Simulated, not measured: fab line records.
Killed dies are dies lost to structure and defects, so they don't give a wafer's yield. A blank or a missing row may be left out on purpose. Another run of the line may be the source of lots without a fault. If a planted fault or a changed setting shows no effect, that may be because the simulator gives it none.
fab line records	flow sky130
record: lots: 7	wafers: 21	last_day: 47
route steps=708 shown POLY_GATE@233 LDD_N@237 PAD_OPEN@708
lots that met no fault: taken from a fault-free run of the same line
start_h: hours from the record's opening day to when the first of the lot's shown wafers began	wait_h: hours elapsed since this lot's preceding step	" identical to the entry in the row above	L1.1+2: several wafers, shown together as one row	- no value, or no start given	* or withheld: withheld	< > ~ a bound
route shown NAME@n: names a module that has steps shown in the file, with the first one's number in the route	usual: mean/standard deviation of fault-free wafers	same: alike in all rows	chamber/n: place in a boat	sites: per-site readings	_std_site: standard deviation of those values	_edge_site: the outer-site mean with the inner-site mean subtracted	radius_mm: for every site, how far away it sits from the centre of the wafer	mask NAME#n: copy n	behind: the most recent tool/chamber to have shaped the wafer	hold: cause of the lot's hold/its duration in hours/its outcome	device: names the non-switching transistor (n, p or np)	end of line: the tests these same wafers got at the end of their route	a step with no rows: only its recipe	killed: not the wafer's yield, but the dies lost to structure and defects at the first sort	map: the dies of a wafer, with x for killed, . for not killed, _ for no die there
set.NAME: the setting that was run; set.NAME@STEP: the one run at that earlier step	model.NAME: the simulator's own value behind a step, which no gauge read
certain route steps with their lots: each step a table, each wafer a row
services: when a tool's chamber went out of use (start_h, in hours from the record's first day, below 0 if earlier), for how many hours, and the reason
== steps ==
step: SKY_POLY_GATE_CLEAN_19
recipe: chemistry: SC1/SC2	mix: 1:4:20	temp_c: 70	time_s: 150	dry: n2_spin
step: SKY_POLY_GATE_OXIDATION_20
recipe: temp_c: 850	ambient: O2	stabilise_s: 600	purge_s: 300	target_thk_a: 40	ox_time_s: 899
step: SKY_POLY_GATE_THK_MEAS_21
recipe: reads: SiO2_of_POLY_GATE_OXIDATION_20
usual: POLY_GATE_OXIDATION_THK: 4.00/0.084
lot.wafer	tool	chamber	start_h	wait_h	POLY_GATE_OXIDATION_THK[nm]
L675.2	film_metro-04	-	394.22	0.0	3.97
L675.3	"	-	"	"	3.99
L675.6	"	-	"	"	3.99
L676.4	film_metro-04	-	396.66	0.0	3.87
L676.5	"	-	"	"	3.84
L676.6	"	-	"	"	3.90
L679.2	film_metro-03	-	427.33	0.0	3.96
L679.4	"	-	"	"	4.01
L679.6	"	-	"	"	4.06
L680.1	film_metro-03	-	429.85	0.1	3.88
L680.5	"	-	"	"	3.89
L680.6	"	-	"	"	3.83
L681.1	film_metro-04	-	439.48	0.0	3.97
L681.3	"	-	"	"	4.01
L681.6	"	-	"	"	3.96
L682.3	film_metro-03	-	445.78	0.0	3.94
L682.4	"	-	"	"	3.96
L682.5	"	-	"	"	3.99
L683.2	film_metro-04	-	454.85	0.0	3.94
L683.5	"	-	"	"	3.88
L683.6	"	-	"	"	3.94
step: SKY_POLY_GATE_CD_MEAS_22
usual: cd_nm: 149/3.3
lot.wafer	tool	chamber	start_h	wait_h	cd_nm
L675.2	cd_sem-02	-	394.30	0.1	153
L675.3	"	-	"	"	144
L675.6	"	-	"	"	151
L676.4	cd_sem-02	-	396.78	0.1	147
L676.5	"	-	"	"	150
L676.6	"	-	"	"	149
L679.2	cd_sem-01	-	427.40	0.1	149
L679.4	"	-	"	"	151
L679.6	"	-	"	"	144
L680.1	cd_sem-01	-	429.91	0.1	147
L680.5	"	-	"	"	154
L680.6	"	-	"	"	149
L681.1	cd_sem-02	-	439.54	0.1	154
L681.3	"	-	"	"	155
L681.6	"	-	"	"	153
L682.3	cd_sem-01	-	445.87	0.1	155
L682.4	"	-	"	"	150
L682.5	"	-	"	"	152
L683.2	cd_sem-01	-	455.01	0.1	149
L683.5	"	-	"	"	146
L683.6	"	-	"	"	154
step: SKY_LDD_N_DEHYDRATE_00
recipe: temp_c: 200	time_s: 60
step: SKY_LDD_N_HMDS_01
recipe: prime_time_s: 60	prime_temp_c: 120
step: SKY_LDD_N_COAT_02
recipe: resist: NOVOLAK	spin_rpm: 3000	resist_thk_nm: 300
step: SKY_LDD_N_SOFTBAKE_03
recipe: temp_c: 90	time_s: 60	resist: NOVOLAK
step: SKY_LDD_N_EXPOSE_04
recipe: mask_id: NTM	target_cd_nm: 840	na: 0.6	source_shape: conventional	sigma_outer: 0.6	dose_mj: 110
step: SKY_LDD_N_PEB_05
recipe: temp_c: withheld	time_s: *	resist: NOVOLAK
step: SKY_LDD_N_DEVELOP_06
recipe: develop_time_s: 60	dev_temp_c: 23
step: SKY_LDD_N_OVL_MEAS_07
usual: LDD_N_OVL: 0.9/1.5
lot.wafer	tool	chamber	start_h	wait_h	LDD_N_OVL[nm]
L675.2	overlay-02	-	424.75	0.1	2.6
L675.3	"	-	"	"	1.0
L675.6	"	-	"	"	1.0
L676.4	overlay-02	-	426.31	0.1	1.0
L676.5	"	-	"	"	2.4
L676.6	"	-	"	"	2.2
L679.2	overlay-01	-	458.59	0.1	0.0
L679.4	"	-	"	"	-0.5
L679.6	"	-	"	"	-0.3
L680.1	overlay-01	-	461.33	0.1	-2.1
L680.5	"	-	"	"	-0.9
L680.6	"	-	"	"	-1.8
L681.1	overlay-02	-	470.38	0.1	1.1
L681.3	"	-	"	"	0.6
L681.6	"	-	"	"	0.6
L682.3	overlay-01	-	477.06	0.1	0.8
L682.4	"	-	"	"	1.9
L682.5	"	-	"	"	1.8
L683.2	overlay-02	-	485.60	0.1	2.6
L683.5	"	-	"	"	2.8
L683.6	"	-	"	"	2.1
step: SKY_LDD_N_IMPLANT_08
recipe: species: As	energy_kev: 20	dose_cm2: 7.5e+13	tilt_deg: withheld	rotation_deg: 23
usual: implant_ion_amu: 75/0
lot.wafer	tool	chamber	start_h	wait_h	implant_ion_amu	model.implant.rp_nm	model.implant.drp_nm
L675.2	implanter-01	0	424.81	0.0	75	16.46	7.212
L675.3	"	0	"	"	75	16.46	7.212
L675.6	"	0	"	"	75	16.46	7.212
L676.4	implanter-01	0	426.41	0.1	75	16.05	7.212
L676.5	"	0	"	"	75	16.05	7.212
L676.6	"	0	"	"	75	16.05	7.212
L679.2	implanter-01	0	458.64	0.0	75	15.45	7.212
L679.4	"	0	"	"	75	15.45	7.212
L679.6	"	0	"	"	75	15.45	7.212
L680.1	implanter-03	0	461.36	0.0	75	15.61	7.212
L680.5	"	0	"	"	75	15.61	7.212
L680.6	"	0	"	"	75	15.61	7.212
L681.1	implanter-03	0	470.42	0.0	31	27.76	12.97
L681.3	"	0	"	"	31	27.76	12.97
L681.6	"	0	"	"	31	27.76	12.97
L682.3	implanter-02	0	477.13	0.1	31	28.65	12.97
L682.4	"	0	"	"	31	28.65	12.97
L682.5	"	0	"	"	31	28.65	12.97
L683.2	implanter-02	0	485.66	0.0	31	28.1	12.97
L683.5	"	0	"	"	31	28.1	12.97
L683.6	"	0	"	"	31	28.1	12.97
step: SKY_LDD_N_IMPLANT_09
recipe: species: As	energy_kev: 20	dose_cm2: 7.5e+13	tilt_deg: withheld	rotation_deg: 113
step: SKY_LDD_N_IMPLANT_10
recipe: species: As	energy_kev: 20	dose_cm2: 7.5e+13	tilt_deg: withheld	rotation_deg: 203
step: SKY_LDD_N_IMPLANT_11
recipe: species: As	energy_kev: 20	dose_cm2: 7.5e+13	tilt_deg: withheld	rotation_deg: 293
step: SKY_LDD_N_IMPLANT_12
recipe: species: BF2	energy_kev: 50	dose_cm2: 5e+12	tilt_deg: 30	rotation_deg: 0
step: SKY_LDD_N_IMPLANT_13
recipe: species: BF2	energy_kev: 50	dose_cm2: 5e+12	tilt_deg: 30	rotation_deg: 90
step: SKY_LDD_N_IMPLANT_14
recipe: species: BF2	energy_kev: 50	dose_cm2: 5e+12	tilt_deg: 30	rotation_deg: 180
step: SKY_LDD_N_IMPLANT_15
recipe: species: BF2	energy_kev: 50	dose_cm2: 5e+12	tilt_deg: 30	rotation_deg: 270
step: SKY_LDD_N_STRIP_16
recipe: chemistry: O2/N2	power_w: 1400	pressure_mtorr: 1500	platen_temp_c: withheld	o2_flow_sccm: 3000	n2_flow_sccm: 300	overash_fraction: 0.5
usual: chamber_pressure_mTorr: 1499.9/1.4	drypump_motor_current_A: 5.7/0.31	oes_product_au: 0.406/0.0048	strip_time_to_endpoint_s: 4.314/0.017
lot.wafer	tool	chamber	start_h	wait_h	chamber_pressure_mTorr	drypump_motor_current_A	oes_product_au	rf_hours_counter_h	strip_time_to_endpoint_s
L675.2	plasma_asher-02	1	425.98	0.1	1498.4	5.7	0.403	61	4.291
L675.3	"	1	"	"	1500.5	5.7	0.407	-	4.287
L675.6	"	0	"	"	1499.7	5.4	0.399	-	4.308
L676.4	plasma_asher-04	1	427.57	0.1	1500.3	5.7	0.402	-	4.321
L676.5	"	1	"	"	1497.8	5.7	0.403	-	4.314
L676.6	"	0	"	"	1499.4	6.1	0.415	-	4.299
L679.2	plasma_asher-02	1	459.82	0.1	1497.5	5.7	0.414	65	4.281
L679.4	"	1	"	"	1501.5	5.7	0.403	-	4.274
L679.6	"	1	"	"	1501.0	5.7	0.401	-	4.298
L680.1	plasma_asher-03	0	462.56	0.1	1499.9	5.2	0.410	3	4.329
L680.5	"	1	"	"	1501.7	5.9	0.408	-	4.333
L680.6	"	0	"	"	1498.8	5.2	0.409	-	4.338
L681.1	plasma_asher-04	1	471.62	0.1	1501.0	5.7	0.406	34	4.213
L681.3	"	1	"	"	1496.9	5.7	0.408	-	4.221
L681.6	"	0	"	"	1501.8	6.1	0.407	-	4.222
L682.3	plasma_asher-02	1	478.32	0.1	1500.6	5.7	0.407	-	4.244
L682.4	"	0	"	"	1500.8	5.4	0.407	-	4.242
L682.5	"	0	"	"	1500.6	5.4	0.403	-	4.249
L683.2	plasma_asher-02	1	486.83	0.1	1499.8	5.7	0.409	68	4.234
L683.5	"	1	"	"	1497.7	5.7	0.405	-	4.224
L683.6	"	0	"	"	1500.0	5.3	0.411	-	4.215
step: SKY_LDD_N_TW_MEAS_17
usual: LDD_N_TW: 2564/20
lot.wafer	tool	chamber	start_h	wait_h	LDD_N_TW
L675.2	film_metro-01	-	426.09	0.1	2560
L675.3	"	-	"	"	2572
L675.6	"	-	"	"	2562
L676.4	film_metro-03	-	427.66	0.1	2571
L676.5	"	-	"	"	2567
L676.6	"	-	"	"	2579
L679.2	film_metro-04	-	459.93	0.1	2556
L679.4	"	-	"	"	2540
L679.6	"	-	"	"	2552
L680.1	film_metro-03	-	462.66	0.1	2566
L680.5	"	-	"	"	2576
L680.6	"	-	"	"	2577
L681.1	film_metro-01	-	471.72	0.1	2531
L681.3	"	-	"	"	2528
L681.6	"	-	"	"	2522
L682.3	film_metro-03	-	478.40	0.1	2529
L682.4	"	-	"	"	2517
L682.5	"	-	"	"	2526
L683.2	film_metro-03	-	486.94	0.1	2529
L683.5	"	-	"	"	2526
L683.6	"	-	"	"	2523
step: SKY_PAD_OPEN_PROBE_99
usual: killed_at_M0_to_M3: 45/6.6	killed_at_M4_up: 3.1/1.6	killed_at_contacts: 24/5	killed_at_front_end: 14/4.4	killed_at_other: 0.3/0.58	killed_dies: 87/9.2	killed_open: 47/6.7	killed_short: 40/6.4
same: gross_dies: 492	killed_at_back_side: 0
lot.wafer	tool	chamber	start_h	wait_h	killed_at_M0_to_M3	killed_at_M4_up	killed_at_contacts	killed_at_front_end	killed_at_other	killed_dies	killed_open	killed_short	model.etest.tip_n.rs_ohm_sq	model.etest.nfet_01v8_turned.drive_ua_um	model.etest.nfet_01v8_lvt.drive_ua_um	model.etest.nfet_01v8_swapped.drive_ua_um	model.etest.sram_nfet_pass.drive_ua_um	model.etest.nfet_01v8.drive_ua_um	model.etest.nfet_01v8.r_on_ohm_um	model.etest.res_ndiff.rs_ohm_sq
L675.2	prober-01	-	1088.17	0.1	29	4	19	13	1	66	36	30	439.8	497.7	561.1	498.2	494.1	496.5	853.1	118.9
L675.3	prober-01	-	1088.22	0.2	54	3	21	14	1	93	45	48	439.3	500.3	577	502.5	470.5	501.1	832.4	118.4
L675.6	prober-01	-	1088.37	0.2	30	3	19	18	0	70	39	31	437.5	486.7	558.8	486.9	447.4	486.5	866.8	119
L676.4	prober-02	-	1096.06	0.2	49	1	16	11	1	78	39	39	437.7	498.1	567.9	496.9	499.6	495.1	839	119.9
L676.5	prober-02	-	1096.11	0.2	39	2	18	7	2	68	39	29	441.3	514.9	585	517.9	485.4	513.9	825.5	121.1
L676.6	prober-02	-	1096.16	0.2	33	2	23	12	1	71	34	37	436.4	504.7	574.5	505.9	474.1	501.9	830.2	121
L679.2	prober-01	-	1116.89	0.1	31	5	16	17	0	69	42	27	443.4	503.8	573.9	499.6	493.7	500.8	836.1	120.6
L679.4	prober-01	-	1116.99	0.2	38	6	28	11	0	83	38	45	441.4	491.2	564	495.4	478.4	495.9	851.5	121.6
L679.6	prober-01	-	1117.09	0.2	45	5	16	16	0	82	43	39	441.6	521.9	594.1	520.7	501	520.7	804.1	119.9
L680.1	prober-02	-	1118.34	0.1	52	2	29	21	0	104	55	49	441.4	494.1	569.3	495.3	486.1	493.6	837.6	120.2
L680.5	prober-02	-	1118.54	0.2	54	7	25	6	0	92	54	38	442.2	493.5	566.7	493.1	487.1	491.4	839.8	120.4
L680.6	prober-02	-	1118.59	0.2	48	4	25	13	0	90	51	39	438.5	497	573.5	503.4	468.9	505.1	827	121
L681.1	prober-01	-	1121.63	0.1	30	3	28	15	0	76	46	30	382.9	538.5	605.6	528.7	521.8	526.5	835.2	116.3
L681.3	prober-01	-	1121.73	0.2	53	6	19	14	1	93	48	45	382.7	524.2	595.9	517.6	479.9	515.1	839.4	116
L681.6	prober-01	-	1121.88	0.2	39	1	24	20	0	84	52	32	384.1	536.8	599.1	520.9	494	519.1	841.8	116.2
L682.3	prober-02	-	1126.25	0.2	43	3	16	19	0	81	46	35	382.7	533.1	602.7	522.5	509.7	515.3	839.4	117.6
L682.4	prober-02	-	1126.30	0.2	51	3	15	11	0	80	42	38	384.2	552.4	617.3	546.8	525.3	542.1	806.4	117.2
L682.5	prober-02	-	1126.35	0.2	43	3	23	25	0	94	50	44	382.1	553	624.5	545.1	515.4	540.3	811.1	116.5
L683.2	prober-01	-	1131.60	0.1	47	3	25	19	0	94	53	41	384.3	541.4	611.4	531.5	530.2	528.9	823.8	114.8
L683.5	prober-01	-	1131.75	0.2	44	3	24	25	1	97	49	48	382.2	558.5	630.1	547.5	526.7	546.6	798.3	115.4
L683.6	prober-01	-	1131.80	0.2	42	5	30	30	0	107	61	46	382.6	541.8	606	525.3	521.6	530.2	835	114.5
killed by level:class
L675.2 LI_CONTACT:geometric_particle:open=7 METAL2:geometric_particle:short=5 LOCAL_INTERCONNECT:geometric_particle:short=4 CONTACT:geometric_particle:open=4 VIA3:geometric_particle:open=4 FIELD_ISO:geometric_particle:open=3 POLY_GATE:geometric_particle:open=3 VIA1:geometric_particle:open=3
L675.3 METAL1:geometric_particle:short=9 CONTACT:geometric_particle:open=8 VIA2:geometric_particle:open=8 LOCAL_INTERCONNECT:geometric_particle:short=7 VIA3:geometric_particle:open=7 VIA1:geometric_particle:open=6 METAL2:geometric_particle:short=6 METAL2:geometric_particle:open=5
L675.6 LI_CONTACT:geometric_particle:open=8 VIA1:geometric_particle:open=8 FIELD_ISO:geometric_particle:short=6 VIA2:geometric_particle:open=6 METAL2:geometric_particle:short=5 CONTACT:geometric_particle:open=5 FIELD_ISO:geometric_particle:open=4 POLY_GATE:geometric_particle:short=4
L676.4 VIA3:geometric_particle:open=10 VIA2:geometric_particle:short=9 VIA1:geometric_particle:open=8 METAL2:geometric_particle:short=5 CONTACT:geometric_particle:open=5 METAL1:geometric_particle:short=5 LI_CONTACT:geometric_particle:open=4 METAL1:geometric_particle:open=4
L676.5 VIA2:geometric_particle:open=11 VIA1:geometric_particle:open=7 LI_CONTACT:geometric_particle:open=6 LOCAL_INTERCONNECT:geometric_particle:short=4 METAL1:geometric_particle:short=4 METAL2:geometric_particle:short=4 VIA2:geometric_particle:short=4 VIA3:geometric_particle:open=4
L676.6 LI_CONTACT:geometric_particle:short=6 CONTACT:geometric_particle:short=6 VIA2:geometric_particle:open=6 VIA3:geometric_particle:open=6 CONTACT:geometric_particle:open=5 FIELD_ISO:geometric_particle:short=4 VIA1:geometric_particle:open=4 POLY_GATE:geometric_particle:open=3
L679.2 LI_CONTACT:geometric_particle:open=7 CONTACT:geometric_particle:open=7 METAL2:geometric_particle:short=7 FIELD_ISO:geometric_particle:open=6 VIA3:geometric_particle:open=6 FIELD_ISO:geometric_particle:short=4 POLY_GATE:geometric_particle:open=4 VIA2:geometric_particle:open=4
L679.4 VIA1:geometric_particle:open=10 CONTACT:geometric_particle:open=9 VIA1:geometric_particle:short=8 LI_CONTACT:geometric_particle:short=6 LI_CONTACT:geometric_particle:open=6 VIA2:geometric_particle:open=5 METAL4:geometric_particle:short=5 FIELD_ISO:geometric_particle:short=4
L679.6 VIA1:geometric_particle:open=10 FIELD_ISO:geometric_particle:open=7 VIA3:geometric_particle:short=7 VIA3:geometric_particle:open=7 METAL2:geometric_particle:short=6 CONTACT:geometric_particle:short=5 VIA2:geometric_particle:open=5 CONTACT:geometric_particle:open=4
L680.1 CONTACT:geometric_particle:open=13 VIA1:geometric_particle:open=10 VIA3:geometric_particle:short=8 VIA3:geometric_particle:open=8 POLY_GATE:geometric_particle:short=7 POLY_GATE:geometric_particle:open=7 METAL3:geometric_particle:short=6 LI_CONTACT:geometric_particle:open=6
L680.5 CONTACT:geometric_particle:open=11 VIA2:geometric_particle:open=11 VIA1:geometric_particle:open=10 VIA3:geometric_particle:open=6 VIA1:geometric_particle:short=6 LOCAL_INTERCONNECT:geometric_particle:short=5 LI_CONTACT:geometric_particle:open=5 METAL1:geometric_particle:short=5
L680.6 VIA1:geometric_particle:open=13 LI_CONTACT:geometric_particle:open=8 CONTACT:geometric_particle:open=8 METAL2:geometric_particle:short=8 POLY_GATE:geometric_particle:open=4 VIA2:geometric_particle:short=4 CONTACT:geometric_particle:short=4 VIA1:geometric_particle:short=4
L681.1 VIA1:geometric_particle:open=10 LI_CONTACT:geometric_particle:open=9 CONTACT:geometric_particle:open=9 FIELD_ISO:geometric_particle:open=8 METAL2:geometric_particle:short=6 METAL1:geometric_particle:short=5 CONTACT:geometric_particle:short=5 POLY_GATE:geometric_particle:short=4
L681.3 VIA3:geometric_particle:open=12 CONTACT:geometric_particle:open=8 VIA2:geometric_particle:open=7 VIA1:geometric_particle:open=7 CONTACT:geometric_particle:short=6 METAL1:geometric_particle:open=6 FIELD_ISO:geometric_particle:short=5 VIA2:geometric_particle:short=5
L681.6 CONTACT:geometric_particle:open=11 VIA1:geometric_particle:open=10 POLY_GATE:geometric_particle:open=7 POLY_GATE:geometric_particle:short=5 LI_CONTACT:geometric_particle:open=5 FIELD_ISO:geometric_particle:short=4 METAL1:geometric_particle:open=4 LI_CONTACT:geometric_particle:short=4
L682.3 METAL2:geometric_particle:short=10 METAL1:geometric_particle:short=9 VIA1:geometric_particle:open=9 CONTACT:geometric_particle:open=7 VIA2:geometric_particle:open=7 POLY_GATE:geometric_particle:short=5 LI_CONTACT:geometric_particle:open=5 VIA3:geometric_particle:open=5
L682.4 VIA1:geometric_particle:open=16 METAL1:geometric_particle:short=9 CONTACT:geometric_particle:open=7 VIA2:geometric_particle:open=6 FIELD_ISO:geometric_particle:short=5 VIA1:geometric_particle:short=5 METAL2:geometric_particle:short=5 VIA2:geometric_particle:short=3
L682.5 CONTACT:geometric_particle:open=13 POLY_GATE:geometric_particle:short=9 VIA2:geometric_particle:open=9 VIA1:geometric_particle:open=7 METAL2:geometric_particle:short=7 POLY_GATE:geometric_particle:open=6 METAL1:geometric_particle:short=6 VIA3:geometric_particle:open=6
L683.2 VIA1:geometric_particle:open=17 CONTACT:geometric_particle:open=10 CONTACT:geometric_particle:short=7 VIA2:geometric_particle:short=6 FIELD_ISO:geometric_particle:short=5 POLY_GATE:geometric_particle:short=5 POLY_GATE:geometric_particle:open=5 METAL2:geometric_particle:open=5
L683.5 POLY_GATE:geometric_particle:short=9 VIA1:geometric_particle:open=9 FIELD_ISO:geometric_particle:open=8 VIA1:geometric_particle:short=8 VIA2:geometric_particle:open=8 CONTACT:geometric_particle:open=7 LI_CONTACT:geometric_particle:open=7 VIA3:geometric_particle:open=5
L683.6 CONTACT:geometric_particle:open=12 VIA1:geometric_particle:open=9 FIELD_ISO:geometric_particle:open=8 CONTACT:geometric_particle:short=8 POLY_GATE:geometric_particle:short=7 POLY_GATE:geometric_particle:open=7 VIA2:geometric_particle:open=7 FIELD_ISO:geometric_particle:short=6
== services ==
tool	chamber	start_h	hours	kind
implanter-03	-	413.48	3.8	repair
implanter-02	-	413.60	3.1	repair
plasma_asher-04	-	419.93	4.8	repair
plasma_asher-03	-	421.25	9.0	pm
plasma_asher-03	0	421.25	9.0	vent_cycle
plasma_asher-03	1	421.25	9.0	vent_cycle
plasma_asher-03	0	430.25	-	clean
plasma_asher-03	1	430.25	-	clean
implanter-03	-	480.37	2.5	repair
== key ==
first_sign: step: SKY_LDD_N_IMPLANT_08	reading: implant_ion_amu	direction: down	sigmas: 99+	usual: 75	struck: 31
effect: step: SKY_LDD_N_STRIP_16	reading: strip_time_to_endpoint_s	direction: down	sigmas: 5	usual: *	struck: *
effect: step: SKY_LDD_N_TW_MEAS_17	reading: LDD_N_TW	direction: down	sigmas: 1.9	usual: 2564	struck: 2526
model_effect: step: SKY_LDD_N_IMPLANT_08	value: implant.rp_nm	without: 16.01	struck: 28.17
model_effect: step: SKY_PAD_OPEN_PROBE_99	value: etest.tip_n.rs_ohm_sq	without: 441	struck: 383.1
met_at SKY_LDD_N_IMPLANT_08
struck_wafers L681.1,L681.3,L681.6,L682.3,L682.4,L682.5,L683.2,L683.5,L683.6
tester_left_out L681,L682,L683
onset_between 461.36 470.42
fault: kind: wrong_recipe_download	tool: implanter-01,implanter-02,implanter-03	chamber: -	onset_h: 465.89	steps: SKY_LDD_N_IMPLANT_08	wrong_recipe.not_listed: 1
tester_left_out: of these lots the tester's yield and bins aren't shown, on N5 and GAA mostly nor the transistor test; their killed dies are dies lost to structure and defects alone, not to doping, threshold or leakage, so they don't give the yield
